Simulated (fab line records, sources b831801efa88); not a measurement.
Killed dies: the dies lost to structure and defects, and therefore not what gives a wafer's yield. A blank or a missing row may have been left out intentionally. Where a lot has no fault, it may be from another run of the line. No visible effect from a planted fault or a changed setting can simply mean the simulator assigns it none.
Which of the tools did it?    flow gf180mcu    11 lots, 33 wafers sampled, at 6 steps of a route of 602

== WHAT EACH GAUGE READ, for each wafer ==
GF_V5_OVL_MEAS_15. Usual: for V5_OVL the level is -3 nm and the standard deviation is 5.9.
lot   measured      on          V5_OVL (nm)  flag
L394  day 27 16:13  overlay-02  -3 -7 0      
L396  day 28 11:08  overlay-01  6 9 0        
L397  day 28 17:17  overlay-02  -3 3 -10     
L398  day 29 01:56  overlay-02  -7 -5 -15    
L401  day 29 18:38  overlay-02  -2 -7 3      
L403  day 30 12:32  overlay-01  -4 -4 -11    
L404  day 30 20:05  overlay-02  -1 -1 -11    
L407  day 31 17:45  overlay-01  -2 -9 -1     
L408  day 31 20:41  overlay-01  -5 2 -4      
L410  day 32 10:39  overlay-01  -1 -5 -7     
L412  day 32 17:05  overlay-01  -17 -7 -11   

GF_TOP_METAL_RS_MEAS_05: measures by four-point-probe. Usual: for TOP_METAL_ALCU_RS the level is 0.0326 ohm/sq and the standard deviation is 0.00036.
lot   measured      on             TOP_METAL_ALCU_RS (ohm/sq)  flag
L394  day 27 17:53  film-metro-03  0.0328 0.0331 0.0332        
L396  day 28 13:09  film-metro-04  0.0329 0.0328 0.0324        
L397  day 28 19:16  film-metro-02  0.0326 0.0331 0.0324        
L398  day 29 03:35  film-metro-03  0.0321 0.0325 0.0325        
L401  day 29 20:16  film-metro-04  0.0325 0.0327 0.0324        
L403  day 30 14:10  film-metro-03  0.0331 0.0328 0.0324        
L404  day 30 21:44  film-metro-02  0.0323 0.0325 0.0328        
L407  day 31 19:26  film-metro-02  0.0321 0.0210 0.0320        OFF
L408  day 31 22:20  film-metro-03  0.0331 0.0328 0.0329        
L410  day 32 12:23  film-metro-04  0.0328 0.0326 0.0328        
L412  day 32 18:46  film-metro-02  0.0324 0.0328 0.0327        

GF_TOP_METAL_THK_MEAS_06: measures by xrf. Usual: for TOP_METAL_ALCU_THK the level is 907 nm and the standard deviation is 12.
lot   measured      on             TOP_METAL_ALCU_THK (nm)  flag
L394  day 27 18:00  film-metro-03  897 891 892              
L396  day 28 13:15  film-metro-04  887 896 909              
L397  day 28 19:23  film-metro-02  906 897 916              
L398  day 29 03:42  film-metro-03  917 909 908              
L401  day 29 20:23  film-metro-04  903 903 905              
L403  day 30 14:17  film-metro-03  890 894 906              
L404  day 30 21:50  film-metro-02  920 914 904              
L407  day 31 19:31  film-metro-02  929 1418 937             OFF
L408  day 31 22:27  film-metro-03  888 903 895              
L410  day 32 12:30  film-metro-04  894 905 895              
L412  day 32 18:52  film-metro-02  922 913 913              

== WHAT TOOL EACH LOT RAN ON (gives the tool, then ch and the chambers of the sampled wafers, and finally the start) ==
lot   GF_M5_STRIP_11                        GF_V5_CVD_02                     GF_TOP_METAL_SPUTTER_02
L394  plasma-asher-02 ch 0,1, day 26 18:34  pecvd-01 ch 0,1, day 26 19:13    pvd-sputter-02, day 27 17:47
L396  plasma-asher-02 ch 0,1, day 27 14:28  pecvd-03 ch 0,2, day 27 15:04    pvd-sputter-04, day 28 13:01
L397  plasma-asher-03 ch 0,1, day 27 20:23  pecvd-01 ch 0,2, day 27 21:04    pvd-sputter-04, day 28 19:11
L398  plasma-asher-03 ch 1, day 28 05:16    pecvd-03 ch 1,2, day 28 05:55    pvd-sputter-04, day 29 03:29
L401  plasma-asher-02 ch 0,1, day 28 23:22  pecvd-02 ch 0,1,2, day 29 00:02  pvd-sputter-03, day 29 20:11
L403  plasma-asher-04 ch 0,1, day 29 17:07  pecvd-02 ch 0,1,2, day 29 17:46  pvd-sputter-02, day 30 14:04
L404  plasma-asher-04 ch 0,1, day 30 01:34  pecvd-02 ch 0,1,2, day 30 02:13  pvd-sputter-04, day 30 21:37
L407  plasma-asher-02 ch 0,1, day 30 23:06  pecvd-02 ch 0,1,2, day 30 23:46  pvd-sputter-04, day 31 19:17
L408  plasma-asher-02 ch 0,1, day 31 01:35  pecvd-03 ch 0,1, day 31 02:34    pvd-sputter-03, day 31 22:14
L410  plasma-asher-03 ch 0,1, day 31 16:28  pecvd-02 ch 0,1, day 31 17:14    pvd-sputter-02, day 32 12:17
L412  plasma-asher-02 ch 0,1, day 31 23:23  pecvd-02 ch 0,1,2, day 32 00:03  pvd-sputter-03, day 32 18:39
- GF_M5_STRIP_11: strips in O2/N2.
- GF_V5_CVD_02: deposits SiO2 from TEOS, target thk 1450 nm, time 163.28 s.
- GF_TOP_METAL_SPUTTER_02: material AlCu, target thk 900 nm, time 47.82 s.

== AS READ BY THE TOOLS THEMSELVES (means over the sampled wafers that have a number; for cases with no such wafer, the mark the record gives instead) ==
GF_M5_STRIP_11. Usual: drypump-motor-current-A 5.7 A, standard deviation 0.33; heater-power-w 315 W, standard deviation 16; oes-product-au 0.523 a.u., standard deviation 0.0053; strip-time-to-endpoint-s 7.05 s, standard deviation 0.05.
lot   tool             drypump-motor-current-A (A)  heater-power-w (W)  oes-product-au (a.u.)  strip-time-to-endpoint-s (s)  flag
L394  plasma-asher-02  5.6                          306                 0.521                  7.05                          
L396  plasma-asher-02  5.6                          306                 0.523                  7.05                          
L397  plasma-asher-03  6.2                          320                 0.519                  7.03                          
L398  plasma-asher-03  6.1                          349                 0.526                  6.99                          
L401  plasma-asher-02  5.6                          305                 0.520                  7.08                          
L403  plasma-asher-04  5.2                          331                 0.520                  7.07                          
L404  plasma-asher-04  5.3                          326                 0.528                  7.15                          
L407  plasma-asher-02  5.6                          305                 0.518                  7.05                          
L408  plasma-asher-02  5.6                          310                 0.526                  7.08                          
L410  plasma-asher-03  6.1                          327                 0.525                  7.08                          
L412  plasma-asher-02  5.6                          312                 0.526                  7.07                          

GF_V5_CVD_02. Usual: 663 W for heater-power-w, sd 100.
lot   tool      heater-power-w (W)  flag
L394  pecvd-01  534                 
L396  pecvd-03  698                 
L397  pecvd-01  672                 
L398  pecvd-03  711                 
L401  pecvd-02  720                 
L403  pecvd-02  678                 
L404  pecvd-02  658                 
L407  pecvd-02  636                 
L408  pecvd-03  763                 
L410  pecvd-02  725                 
L412  pecvd-02  640                 

GF_TOP_METAL_SPUTTER_02. Usual: 30.4 % for throttle-valve-pct, sd 1.3.
lot   tool            throttle-valve-pct (%)  flag
L394  pvd-sputter-02  29.3                    
L396  pvd-sputter-04  30.6                    
L397  pvd-sputter-04  30.6                    
L398  pvd-sputter-04  31.8                    
L401  pvd-sputter-03  30.1                    
L403  pvd-sputter-02  29.5                    
L404  pvd-sputter-04  31.0                    
L407  pvd-sputter-04  29.8                    
L408  pvd-sputter-03  30.0                    
L410  pvd-sputter-02  31.1                    
L412  pvd-sputter-03  30.2                    

== THE ANSWER, worked out from the rows above alone ==
Rule: take the mean of a lot's wafers that have a number; if it is more than 3 standard deviations from the usual mean, the lot is off. A lot without any number at a reading at which 4 lots or more have one is off too. Where the step has rows for the other lots, those lots are counted as sound. After the gauges, taken in route order, come the tools' own readings; for these a lot's mean is taken, as printed above. The first step at which some lot is off is used, and at that step the reading that is off furthest; a lot without a number counts as furthest.
Off: at GF_TOP_METAL_RS_MEAS_05 (TOP_METAL_ALCU_RS), L407.
If a tool, at a process step before that reading, ran all the lots that are off and no sound lot after the first of them, it fits. The gauges at GF_TOP_METAL_RS_MEAS_05 are tried like those tools. One candidate fits, namely pvd-sputter-04 at GF_TOP_METAL_SPUTTER_02. A fault onset in the window from L404 (day 30 21:37, its last sound lot) to L407 (day 31 19:17, its first lot off) fits.

== WHAT THE SIMULATOR HAD PUT IN ==
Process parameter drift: pvd-sputter-04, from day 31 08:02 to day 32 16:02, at GF_TOP_METAL_SPUTTER_02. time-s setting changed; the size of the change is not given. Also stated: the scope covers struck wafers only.
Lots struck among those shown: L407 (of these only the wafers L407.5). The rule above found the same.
